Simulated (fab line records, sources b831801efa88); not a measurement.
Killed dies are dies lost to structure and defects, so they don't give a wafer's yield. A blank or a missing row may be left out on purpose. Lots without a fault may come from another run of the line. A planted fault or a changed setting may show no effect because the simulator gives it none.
One fault seen from 2 desks | flow gf180mcu | each desk has only its own numbers; what lay behind them comes last

THE TOOL OWNER'S DESK: implanter-02
The tool's own readings at GF_HV_LDD_IMPLANT_48: means of the sampled wafers that have a number, for each lot that ran on this tool. A lot is out of limits, marked OUT, if its mean lies more than 4 standard deviations from the usual mean; the brackets give that distance.
Columns: A = beam_energy_keV at GF_HV_LDD_IMPLANT_48, usual 25.000; B = dose_ions_cm2 at GF_HV_LDD_IMPLANT_48, usual 3e+13
lot  | first seen here | A                        | B
L620 | day 12 05:50    | 25.001                   | 3e+13
L626 | day 14 11:19    | 25.010                   | 3e+13
L628 | day 15 03:56    | 24.998                   | 3e+13
L630 | day 15 19:08    | 24.989                   | 3e+13
L634 | day 17 12:32    | 21.325 (-99 or more) OUT | 3e+13
L635 | day 17 21:11    | 21.333 (-99 or more) OUT | 3e+13
This desk's finding: out of limits on L634, L635; first on L634, day 17 12:32 (beam_energy_keV at GF_HV_LDD_IMPLANT_48). In limits: L620, L626, L628, L630.

THE METROLOGY DESK
What the gauges read, lot by lot, whatever tool the lot ran on: means of the sampled wafers that have a number. A lot is out of limits, marked OUT, if its mean lies more than 4 standard deviations from the usual mean; the brackets give that distance.
Columns: A = HV_LDD_4_TW at GF_HV_LDD_TW_MEAS_50, usual 570; B = M3_ALCU_RS at GF_M3_RS_MEAS_05, usual 0.0691 ohm/sq
lot  | first seen here | A              | B
L620 | day 12 06:04    | 567            | 0.0703
L621 | day 12 11:37    | 561            | 0.0688
L623 | day 13 01:24    | 573            | 0.0690
L624 | day 13 12:00    | 574            | 0.0689
L626 | day 14 11:34    | 570            | 0.0689
L628 | day 15 04:11    | 564            | 0.0690
L630 | day 15 19:23    | 566            | 0.0684
L634 | day 17 12:47    | 552            | 0.0687
L635 | day 17 21:25    | 548 (-4.9) OUT | 0.0696
L636 | day 18 06:41    | 575            | 0.0684
L638 | day 18 17:35    | 567            | 0.0691
L639 | day 19 01:49    | 568            | 0.0698
L640 | day 19 02:51    | 576            | 0.0700
This desk's finding: out of limits on L635; first on L635, day 17 21:25 (HV_LDD_4_TW at GF_HV_LDD_TW_MEAS_50). In limits: L620, L621, L623, L624, L626, L628, L630, L634, L636, L638, L639, L640.

PUT TOGETHER
The tool owner's desk could have raised an alarm at day 17 12:32, on L634, L635.
The metrology desk could have raised an alarm at day 17 21:25, on L635.
The metrology desk has L634 on record, within its limits.
Of the lots named, all ran GF_HV_LDD_IMPLANT_48 on implanter-02.

WHAT THE SIMULATOR HAD PUT IN
Process parameter drift: implanter-02, from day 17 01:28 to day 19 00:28, at GF_HV_LDD_IMPLANT_48. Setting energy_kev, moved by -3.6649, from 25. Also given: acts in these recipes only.
Lots struck among those shown: L634, L635.
Hours from the fault's start to each desk's first reading out of limits: the tool owner's desk, 11; the metrology desk, 20.
